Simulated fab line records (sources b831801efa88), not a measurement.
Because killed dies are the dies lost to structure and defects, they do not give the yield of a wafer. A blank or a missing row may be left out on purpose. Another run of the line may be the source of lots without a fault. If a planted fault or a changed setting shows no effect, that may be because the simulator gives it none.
What tool caused it? -- flow sky130 -- 24 lots, 72 wafers sampled, at 4 steps of a route of 708

== WHAT THE GAUGES SHOWED, per wafer ==
SKY_CONTACT_CD_MEAS_14: the cd target is 170 nm.
lot,measured,on,cd-nm (nm)
L074,day 31 01:04,cd-sem-01,171.2 171.9 172.3
L076,day 32 05:17,cd-sem-01,169.3 169.1 167.9
L075,day 32 11:23,cd-sem-02,169.4 169.8 169.1
L078,day 32 19:05,cd-sem-01,172.2 172.2 171.8
L077,day 33 00:45,cd-sem-01,168.0 169.3 169.3
L079,day 33 11:10,cd-sem-01,168.9 169.1 169.4
L080,day 33 14:14,cd-sem-01,169.5 169.9 168.6
L081,day 33 18:52,cd-sem-01,170.0 170.4 169.0
L082,day 34 02:05,cd-sem-01,170.0 171.5 171.9
L083,day 34 07:56,cd-sem-02,168.3 167.6 169.0
L084,day 35 02:14,cd-sem-01,170.4 170.6 169.5
L085,day 35 04:15,cd-sem-02,170.0 170.4 169.8
L086,day 35 04:20,cd-sem-01,168.8 168.9 169.1
L087,day 35 07:14,cd-sem-01,170.4 171.9 170.2
L088,day 35 17:05,cd-sem-01,168.6 169.0 169.2
L090,day 36 22:22,cd-sem-02,171.1 170.9 169.1
L089,day 36 23:26,cd-sem-02,166.2 166.0 166.0
L091,day 37 06:09,cd-sem-02,169.4 169.1 171.9
L093,day 37 14:23,cd-sem-02,172.1 171.0 170.8
L092,day 37 16:26,cd-sem-02,169.5 170.4 168.5
L094,day 37 14:47,cd-sem-02,171.5 173.1 171.9
L096,day 38 04:50,cd-sem-01,168.9 168.5 168.8
L095,day 38 07:11,cd-sem-02,169.5 169.6 168.1
L097,day 38 20:43,cd-sem-02,171.3 172.2 170.8

== EACH LOT AND THE TOOL THAT RAN IT (in order: tool; ch and the chambers of the sampled wafers; start) ==
lot,SKY_VT_ADJUST_LVTN_STRIP_20,SKY_LI_CONTACT_ETCH_14,SKY_CONTACT_CVD_00
L074,"plasma-asher-02 ch 0, day 7 12:10","rie-diel-02 ch 0,1,2, day 28 14:33","pecvd-01 ch 0,2, day 29 20:43"
L076,"plasma-asher-02 ch 0, day 8 11:35","rie-diel-01 ch 1,3, day 29 19:54","pecvd-01 ch 0,1, day 31 01:36"
L075,"plasma-asher-04 ch 0,1, day 8 11:55","rie-diel-02 ch 0,1,3, day 30 02:33","pecvd-01 ch 0,1,2, day 31 08:01"
L078,"plasma-asher-03 ch 0,1, day 8 19:14","rie-diel-03 ch 2,3, day 30 08:33","pecvd-04 ch 0,1, day 31 14:39"
L077,"plasma-asher-02 ch 0,1, day 8 20:16","rie-diel-01 ch 1,2,3, day 30 14:09","pecvd-02 ch 0,1,2, day 31 20:09"
L079,"plasma-asher-04 ch 0,1, day 9 01:16","rie-diel-01 ch 0,1,2, day 31 01:32","pecvd-04 ch 1,2, day 32 07:45"
L080,"plasma-asher-03 ch 0,1, day 9 08:23","rie-diel-01 ch 0,1,2, day 31 06:26","pecvd-01 ch 0,1,2, day 32 11:50"
L081,"plasma-asher-02 ch 0,1, day 9 13:58","rie-diel-01 ch 1,2,3, day 31 10:33","pecvd-01 ch 0,2, day 32 16:23"
L082,"plasma-asher-03 ch 0,1, day 9 21:46","rie-diel-03 ch 0,1, day 31 17:42","pecvd-04 ch 0,1, day 32 23:40"
L083,"plasma-asher-03 ch 0,1, day 10 08:04","rie-diel-03 ch 0,2,3, day 32 01:14","pecvd-01 ch 0,1, day 33 06:12"
L084,"plasma-asher-02 ch 0,1, day 10 11:23","rie-diel-03 ch 0,1,3, day 32 22:50","pecvd-04 ch 1,2, day 34 02:01"
L085,"plasma-asher-02 ch 0,1, day 10 20:34","rie-diel-03 ch 0,1,3, day 33 00:47","pecvd-01 ch 0,1,2, day 34 04:17"
L086,"plasma-asher-02 ch 0,1, day 10 22:22","rie-diel-01 ch 2,3, day 33 01:16","pecvd-04 ch 0,2, day 34 04:39"
L087,"plasma-asher-03 ch 0,1, day 11 05:40","rie-diel-01 ch 0,1,3, day 33 03:42","pecvd-02 ch 0,1,2, day 34 07:47"
L088,"plasma-asher-03 ch 0,1, day 11 14:22","rie-diel-03 ch 0,1,2, day 33 16:18","pecvd-01 ch 0,2, day 34 18:34"
L090,"plasma-asher-03 ch 0,1, day 12 20:37","rie-diel-01 ch 0,3, day 34 19:03","pecvd-02 ch 0, day 35 19:42"
L089,"plasma-asher-04 ch 0,1, day 12 20:38","rie-diel-03 ch 0,1,3, day 34 20:39","pecvd-01 ch 0,1, day 35 21:07"
L091,"plasma-asher-04 ch 0,1, day 12 22:49","rie-diel-02 ch 1,2, day 35 02:28","pecvd-02 ch 0, day 36 04:45"
L093,"plasma-asher-03 ch 0,1, day 13 03:10","rie-diel-01 ch 0,3, day 35 07:42","pecvd-01 ch 0,1,2, day 36 11:21"
L092,"plasma-asher-04 ch 0,1, day 13 08:13","rie-diel-02 ch 0,1,3, day 35 10:33","pecvd-02 ch 0,2, day 36 13:28"
L094,"plasma-asher-04 ch 0,1, day 13 08:55","rie-diel-01 ch 1,2, day 35 09:06","pecvd-04 ch 0,1, day 36 12:07"
L096,"plasma-asher-04 ch 0,1, day 13 23:04","rie-diel-03 ch 0,2,3, day 35 21:14","pecvd-01 ch 1,2, day 37 01:42"
L095,"plasma-asher-03 ch 0,1, day 13 23:23","rie-diel-01 ch 1,2,3, day 35 23:00","pecvd-04 ch 0,1,2, day 37 03:57"
L097,"plasma-asher-03 ch 0,1, day 14 14:58","rie-diel-03 ch 0,1,2, day 36 14:53","pecvd-04 ch 1,2, day 37 19:25"
- SKY_VT_ADJUST_LVTN_STRIP_20: strips in O2/N2.
- SKY_LI_CONTACT_ETCH_14: etches BARC in N2/H2, stops on SiO2, time 45.9 s, target depth 60 nm.
- SKY_CONTACT_CVD_00: deposits Si3N4, target thk 75 nm.

== WHAT THE TOOLS THEMSELVES READ (means of the sampled wafers that have a number; where no wafer has one, the mark that the record gives instead) ==
SKY_VT_ADJUST_LVTN_STRIP_20.
lot,tool,drypump-motor-current-A (A),oes-product-au (a.u.),strip-time-to-endpoint-s (s)
L074,plasma-asher-02,5.6,0.716,14.25
L076,plasma-asher-02,5.6,0.714,14.13
L075,plasma-asher-04,5.9,0.716,14.16
L078,plasma-asher-03,5.8,0.722,14.16
L077,plasma-asher-02,5.3,0.712,14.12
L079,plasma-asher-04,5.9,0.715,14.17
L080,plasma-asher-03,5.9,0.718,14.17
L081,plasma-asher-02,5.4,0.722,14.10
L082,plasma-asher-03,5.9,0.714,14.14
L083,plasma-asher-03,5.8,0.717,14.14
L084,plasma-asher-02,5.2,0.714,14.17
L085,plasma-asher-02,5.4,0.718,14.13
L086,plasma-asher-02,5.4,0.712,14.17
L087,plasma-asher-03,5.8,0.712,14.18
L088,plasma-asher-03,5.9,0.713,14.12
L090,plasma-asher-03,5.9,0.718,14.16
L089,plasma-asher-04,5.6,0.714,14.22
L091,plasma-asher-04,6.0,0.720,14.16
L093,plasma-asher-03,5.7,0.714,14.17
L092,plasma-asher-04,5.9,0.714,14.19
L094,plasma-asher-04,6.0,0.713,14.15
L096,plasma-asher-04,5.9,0.718,14.19
L095,plasma-asher-03,5.9,0.716,14.13
L097,plasma-asher-03,5.8,0.713,14.15

SKY_LI_CONTACT_ETCH_14.
lot,tool,drypump-motor-current-A (A),oes-product-au (a.u.),throttle-valve-pct (%)
L074,rie-diel-02,5.6,0.850,13.219
L076,rie-diel-01,6.1,0.856,13.219
L075,rie-diel-02,5.6,0.857,13.217
L078,rie-diel-03,5.8,0.856,13.218
L077,rie-diel-01,6.0,0.857,13.222
L079,rie-diel-01,5.8,0.858,13.223
L080,rie-diel-01,5.8,0.854,13.225
L081,rie-diel-01,6.0,0.857,13.210
L082,rie-diel-03,5.5,0.853,13.225
L083,rie-diel-03,5.7,0.851,13.219
L084,rie-diel-03,5.7,0.855,13.229
L085,rie-diel-03,5.7,0.859,13.220
L086,rie-diel-01,6.4,0.858,13.216
L087,rie-diel-01,5.9,0.858,13.223
L088,rie-diel-03,5.7,0.853,13.224
L090,rie-diel-01,6.3,0.850,13.231
L089,rie-diel-03,5.7,0.858,13.220
L091,rie-diel-02,5.5,0.857,13.222
L093,rie-diel-01,6.1,0.853,13.224
L092,rie-diel-02,5.6,0.854,13.232
L094,rie-diel-01,5.7,0.853,13.232
L096,rie-diel-03,5.7,0.853,13.218
L095,rie-diel-01,6.0,0.856,13.221
L097,rie-diel-03,5.7,0.853,13.226

SKY_CONTACT_CVD_00.
lot,tool,heater-power-w (W)
L074,pecvd-01,744
L076,pecvd-01,573
L075,pecvd-01,680
L078,pecvd-04,666
L077,pecvd-02,761
L079,pecvd-04,628
L080,pecvd-01,667
L081,pecvd-01,695
L082,pecvd-04,655
L083,pecvd-01,631
L084,pecvd-04,679
L085,pecvd-01,648
L086,pecvd-04,654
L087,pecvd-02,795
L088,pecvd-01,696
L090,pecvd-02,909
L089,pecvd-01,572
L091,pecvd-02,980
L093,pecvd-01,666
L092,pecvd-02,825
L094,pecvd-04,652
L096,pecvd-01,716
L095,pecvd-04,646
L097,pecvd-04,656

== THE ANSWER, worked out from the rows above alone ==
Rule: what is usual is taken from the lots themselves. Put in order of their means at a reading, lots are off if they are a third of the lots or fewer, leave a main group of 4 or more, and stand apart from it by a gap of 3 or more times the standard deviation of the main group's means; of several such gaps the widest counts. A main group whose means are all the same, to the digits that the tables above print for the reading, isn't used. A lot without any number at a reading at which 4 lots or more have one is off too. The other lots that the step has rows for count as sound. The gauges are gone through in route order, then the tools' own readings, and for those a lot's mean is taken as printed above. At the first step where some lot is off, the reading lying furthest off is the one used; lots without a number count as furthest.
No lot is off on any of the readings shown, so nothing can be concluded from this.

== WHAT WAS PUT IN BY THE SIMULATOR ==
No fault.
